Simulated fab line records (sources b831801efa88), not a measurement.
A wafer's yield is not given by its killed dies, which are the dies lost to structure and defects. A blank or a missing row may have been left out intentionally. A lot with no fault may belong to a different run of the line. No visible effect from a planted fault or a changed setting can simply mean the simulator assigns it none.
Split-lot trial || flow sfqLine || on a route of 325 steps: 5 lots, 23 wafers read

SPLIT DETAILS
At SFQ_TRILAYER_M3_LITHO_COAT_075 (resist thk 600 nm), the setting resistThkNm was moved away from the recipe's 600 nm on 8 of the 23 wafers read, by +1.6% to +5.4%. All remaining wafers had this setting at the recipe value.

BETWEEN THE SPLIT AND THE READING: the file shows 1 step in between
- SFQ_TRILAYER_M3_BARC_OPEN_METAL_ETCH_100: etches BARC in O2, target depth 125 nm, time 41.7 s (also split here: pressureMtorr)

THE READING
KrF_of_TRILAYER_M3_LITHO_COAT_075.thkNm (the simulator's own value, which no gauge read), in nm, at SFQ_TRILAYER_M3_ETCH_METAL_ETCH_078 (etches Nb in Cl2/Ar, stops on SiO2, target depth 240 nm, time 120 s). The file gives no usual value for it. Across the 15 wafers here that went through the recipe, the average is 381.6 nm and the standard deviation 2.9 nm.

{"wafer": "L075.1", "tool, chamber at the split": "lithoTrack-04, 0", "resistThkNm as run, nm": 609.4, "against the recipe": "+1.6%", "KrF_of_TRILAYER_M3_LITHO_COAT_075.thkNm, nm": 394.5, "against lot-mates on the recipe": "+11.6"}
{"wafer": "L075.3", "tool, chamber at the split": "lithoTrack-04, 0", "resistThkNm as run, nm": 609.4, "against the recipe": "+1.6%", "KrF_of_TRILAYER_M3_LITHO_COAT_075.thkNm, nm": 392.5, "against lot-mates on the recipe": "+9.6"}
{"wafer": "L075.4", "tool, chamber at the split": "lithoTrack-04, 0", "resistThkNm as run, nm": 600, "against the recipe": "recipe", "KrF_of_TRILAYER_M3_LITHO_COAT_075.thkNm, nm": 381.2, "against lot-mates on the recipe": "-"}
{"wafer": "L075.5", "tool, chamber at the split": "lithoTrack-04, 0", "resistThkNm as run, nm": 609.4, "against the recipe": "+1.6%", "KrF_of_TRILAYER_M3_LITHO_COAT_075.thkNm, nm": 391.8, "against lot-mates on the recipe": "+8.9"}
{"wafer": "L075.6", "tool, chamber at the split": "lithoTrack-04, 0", "resistThkNm as run, nm": 600, "against the recipe": "recipe", "KrF_of_TRILAYER_M3_LITHO_COAT_075.thkNm, nm": 384.5, "against lot-mates on the recipe": "-"}
{"wafer": "L077.1", "tool, chamber at the split": "lithoTrack-01, 0", "resistThkNm as run, nm": 600, "against the recipe": "recipe", "KrF_of_TRILAYER_M3_LITHO_COAT_075.thkNm, nm": 376.9, "against lot-mates on the recipe": "-"}
{"wafer": "L077.4", "tool, chamber at the split": "lithoTrack-01, 0", "resistThkNm as run, nm": 600, "against the recipe": "recipe", "KrF_of_TRILAYER_M3_LITHO_COAT_075.thkNm, nm": 385.5, "against lot-mates on the recipe": "-"}
{"wafer": "L077.6", "tool, chamber at the split": "lithoTrack-01, 0", "resistThkNm as run, nm": 600, "against the recipe": "recipe", "KrF_of_TRILAYER_M3_LITHO_COAT_075.thkNm, nm": 376.1, "against lot-mates on the recipe": "-"}
{"wafer": "L080.1", "tool, chamber at the split": "lithoTrack-04, 0", "resistThkNm as run, nm": 600, "against the recipe": "recipe", "KrF_of_TRILAYER_M3_LITHO_COAT_075.thkNm, nm": 379, "against lot-mates on the recipe": "-"}
{"wafer": "L080.2", "tool, chamber at the split": "lithoTrack-04, 0", "resistThkNm as run, nm": 600, "against the recipe": "recipe", "KrF_of_TRILAYER_M3_LITHO_COAT_075.thkNm, nm": 384.6, "against lot-mates on the recipe": "-"}
{"wafer": "L080.4", "tool, chamber at the split": "lithoTrack-04, 0", "resistThkNm as run, nm": 600, "against the recipe": "recipe", "KrF_of_TRILAYER_M3_LITHO_COAT_075.thkNm, nm": 383.2, "against lot-mates on the recipe": "-"}
{"wafer": "L080.5", "tool, chamber at the split": "lithoTrack-04, 0", "resistThkNm as run, nm": 600, "against the recipe": "recipe", "KrF_of_TRILAYER_M3_LITHO_COAT_075.thkNm, nm": 384, "against lot-mates on the recipe": "-"}
{"wafer": "L080.6", "tool, chamber at the split": "lithoTrack-04, 0", "resistThkNm as run, nm": 600, "against the recipe": "recipe", "KrF_of_TRILAYER_M3_LITHO_COAT_075.thkNm, nm": 382.1, "against lot-mates on the recipe": "-"}
{"wafer": "L081.2", "tool, chamber at the split": "lithoTrack-03, 0", "resistThkNm as run, nm": 600, "against the recipe": "recipe", "KrF_of_TRILAYER_M3_LITHO_COAT_075.thkNm, nm": 381.9, "against lot-mates on the recipe": "-"}
{"wafer": "L081.3", "tool, chamber at the split": "lithoTrack-03, 0", "resistThkNm as run, nm": 617, "against the recipe": "+2.8%", "KrF_of_TRILAYER_M3_LITHO_COAT_075.thkNm, nm": 398.1, "against lot-mates on the recipe": "+15.5"}
{"wafer": "L081.4", "tool, chamber at the split": "lithoTrack-03, 0", "resistThkNm as run, nm": 600, "against the recipe": "recipe", "KrF_of_TRILAYER_M3_LITHO_COAT_075.thkNm, nm": 383.4, "against lot-mates on the recipe": "-"}
{"wafer": "L081.5", "tool, chamber at the split": "lithoTrack-03, 0", "resistThkNm as run, nm": 617, "against the recipe": "+2.8%", "KrF_of_TRILAYER_M3_LITHO_COAT_075.thkNm, nm": 399.4, "against lot-mates on the recipe": "+16.8"}
{"wafer": "L081.6", "tool, chamber at the split": "lithoTrack-03, 0", "resistThkNm as run, nm": 617, "against the recipe": "+2.8%", "KrF_of_TRILAYER_M3_LITHO_COAT_075.thkNm, nm": 397.9, "against lot-mates on the recipe": "+15.2"}
{"wafer": "L083.1", "tool, chamber at the split": "lithoTrack-03, 0", "resistThkNm as run, nm": 632.4, "against the recipe": "+5.4%", "KrF_of_TRILAYER_M3_LITHO_COAT_075.thkNm, nm": 412.2, "against lot-mates on the recipe": "+31.7"}
{"wafer": "L083.2", "tool, chamber at the split": "lithoTrack-03, 0", "resistThkNm as run, nm": 600, "against the recipe": "recipe", "KrF_of_TRILAYER_M3_LITHO_COAT_075.thkNm, nm": 379.5, "against lot-mates on the recipe": "-"}
{"wafer": "L083.3", "tool, chamber at the split": "lithoTrack-03, 0", "resistThkNm as run, nm": 600, "against the recipe": "recipe", "KrF_of_TRILAYER_M3_LITHO_COAT_075.thkNm, nm": 378.1, "against lot-mates on the recipe": "-"}
{"wafer": "L083.4", "tool, chamber at the split": "lithoTrack-03, 0", "resistThkNm as run, nm": 600, "against the recipe": "recipe", "KrF_of_TRILAYER_M3_LITHO_COAT_075.thkNm, nm": 383.8, "against lot-mates on the recipe": "-"}
{"wafer": "L083.6", "tool, chamber at the split": "lithoTrack-03, 0", "resistThkNm as run, nm": 632.4, "against the recipe": "+5.4%", "KrF_of_TRILAYER_M3_LITHO_COAT_075.thkNm, nm": 413.9, "against lot-mates on the recipe": "+33.4"}

FIT RESULTS
A straight line over all 23 wafers: KrF_of_TRILAYER_M3_LITHO_COAT_075.thkNm changes by +5.91 nm for each +1% of resistThkNm; r = +0.97; the points scatter about the line by 2.6 nm.
The same after taking each lot's own level away (the mean of its wafers on the recipe; 23 wafers): +5.94 nm for each +1%; r = +0.98; scatter 2.3 nm.
On that fit, the largest move of resistThkNm shifts the reading by 32 nm.
Across the lots, their own levels run from 379.50 to 382.85 nm, a range of 1.2 times the standard deviation given above.
The two slopes agree, so the slope changes little with the lot-to-lot level.
Check: for one of the wafers moved furthest among these (+5.4%), held out of the fit, the line's prediction against its lot-mates is +32.3 nm. It came out at +31.7 nm against them.

OTHER SPLITS APPLIED TO THESE WAFERS
These wafers also went through other splits before the reading. Each is held against what the fit with the lots' levels taken away leaves over:
{"other split on the same wafers": "SFQ_TRILAYER_M1_BARC_OPEN_METAL_ETCH_054 timeS", "wafers away from the commonest value": 10, "r with KrF_of_TRILAYER_M3_LITHO_COAT_075.thkNm (lot level and that fit taken away)": -0.11}
{"other split on the same wafers": "SFQ_TRILAYER_I1_CMP_CMP_046 leaveAboveRefNm", "wafers away from the commonest value": 6, "r with KrF_of_TRILAYER_M3_LITHO_COAT_075.thkNm (lot level and that fit taken away)": "+0.11"}
{"other split on the same wafers": "SFQ_TRILAYER_I1_VIA_LITHO_COAT_054 resistThkNm", "wafers away from the commonest value": 7, "r with KrF_of_TRILAYER_M3_LITHO_COAT_075.thkNm (lot level and that fit taken away)": "+0.03"}
{"other split on the same wafers": "SFQ_TRILAYER_M2_LITHO_COAT_057 spinRpm", "wafers away from the commonest value": 10, "r with KrF_of_TRILAYER_M3_LITHO_COAT_075.thkNm (lot level and that fit taken away)": "+0.18"}
{"other split on the same wafers": "SFQ_TRILAYER_M2_LITHO_EXPOSE_058 doseMj", "wafers away from the commonest value": 11, "r with KrF_of_TRILAYER_M3_LITHO_COAT_075.thkNm (lot level and that fit taken away)": -0.10}
{"other split on the same wafers": "SFQ_TRILAYER_M2_ETCH_METAL_ETCH_060 icpW", "wafers away from the commonest value": 2, "r with KrF_of_TRILAYER_M3_LITHO_COAT_075.thkNm (lot level and that fit taken away)": -0.15}
{"other split on the same wafers": "SFQ_TRILAYER_I2_VIA_LITHO_COAT_072 resistThkNm", "wafers away from the commonest value": 12, "r with KrF_of_TRILAYER_M3_LITHO_COAT_075.thkNm (lot level and that fit taken away)": -0.08}
{"other split on the same wafers": "SFQ_TRILAYER_M3_BARC_OPEN_METAL_ETCH_100 pressureMtorr", "wafers away from the commonest value": 15, "r with KrF_of_TRILAYER_M3_LITHO_COAT_075.thkNm (lot level and that fit taken away)": "+0.09"}

THE WHOLE CHAIN: every reading that the file lists as answering this split, in the file's order
{"step": "SFQ_TRILAYER_M3_LITHO_COAT_075", "what it does": "resist thk 600 nm", "reading": "KrF_of_TRILAYER_M3_LITHO_COAT_075.thkNm (the simulator's own value, which no gauge read)", "change (the file's fit)": "+5.89 nm for each +1% of the setting", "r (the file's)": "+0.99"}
{"step": "SFQ_TRILAYER_M3_ETCH_METAL_ETCH_078", "what it does": "etches Nb in Cl2/Ar, stops on SiO2, target depth 240 nm, time 120 s", "reading": "KrF_of_TRILAYER_M3_LITHO_COAT_075.thkNm (the simulator's own value, which no gauge read)", "change (the file's fit)": "+5.96 nm for each +1% of the setting", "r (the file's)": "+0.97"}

FILE'S OWN FIT
KrF_of_TRILAYER_M3_LITHO_COAT_075.thkNm changes by +5.96 nm for each +1% of resistThkNm, r = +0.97.
